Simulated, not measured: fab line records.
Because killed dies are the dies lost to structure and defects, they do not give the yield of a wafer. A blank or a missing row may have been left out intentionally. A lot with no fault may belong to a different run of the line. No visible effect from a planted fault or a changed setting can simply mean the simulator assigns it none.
8D (eight disciplines) problem report, filled in by code / flow gf180mcu / the parts of the form that need people (team, actions taken, sign-off) are left out

1. THE ISSUE
At GF_HV_LDD_IMPLANT_21, doseIonsCm2 averages 5e+13 over 6 wafers from 2 lots, while fault-free wafers read 5e+13, standard deviation 5.3e+10. Relative to the usual mean, that is a shift of +34 standard deviations.
First seen on wafer L946.1, day 13 23:22, on implanter-04. The record has a number at this step for 18 wafers belonging to 6 lots. By rule, "out" or "out of limits" means more than 4 standard deviations away from the usual mean. The other wafers with a number count as sound.

2. WHAT IT IS, AND WHAT IT ISN'T
question=which readings at this step | is=doseIonsCm2 | is not=-
question=which lots | is=L946, L949 | is not=L942, L945, L948, L955
question=which wafers of those lots | is=all that have a number | is not=-
question=read on which tools | is=implanter-04 | is not=implanter-02, implanter-03
question=when | is=from day 13 23:22 | is not=up to then (6 sound wafers); but 6 sound wafers of L948, L955 came after

3. SUSPECTS, AND WHAT RULES EACH OUT
Counting: a tool at a process step up to the reading stays a suspect if it ran every lot that is out and no sound lot after the first of them.
- implanter-04 at GF_HV_LDD_IMPLANT_21: kept. It processed each lot that is out, first L946 at day 13 23:22, and no sound lot thereafter; up to then, the last sound lot it processed was L945 at day 13 10:58. Its own readings are out on those wafers: doseIonsCm2.
After counting, what remains is implanter-04 at GF_HV_LDD_IMPLANT_21.

4. THE CAUSE (what the simulator had put in)
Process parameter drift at GF_HV_LDD_IMPLANT_21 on implanter-04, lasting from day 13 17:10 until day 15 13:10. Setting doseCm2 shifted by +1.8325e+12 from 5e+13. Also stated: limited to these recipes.
This tool alone remained once counting was done.

5. THE EFFECT CHAIN, in route order
One row per reading whose mean, taken over the struck wafers that have a number, lies over 3 standard deviations from the usual. Only readings for which the record gives a usual standard deviation are gone through. hours: the time from each lot's start at the first step in this table that gives one to its start at this step, as a median over the lots. sigmas: the change in usual standard deviations.
hours=0; step=GF_HV_LDD_IMPLANT_21; reading=doseIonsCm2; usual=5e+13; on struck wafers=5e+13; change=+2e+12; sigmas=+34
Process steps it contains:
- GF_HV_LDD_IMPLANT_21

6. WHAT WOULD HAVE CAUGHT IT SOONER
The fault began at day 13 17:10; the first out-of-limits reading in this record came at day 13 23:22, 6 hours later.
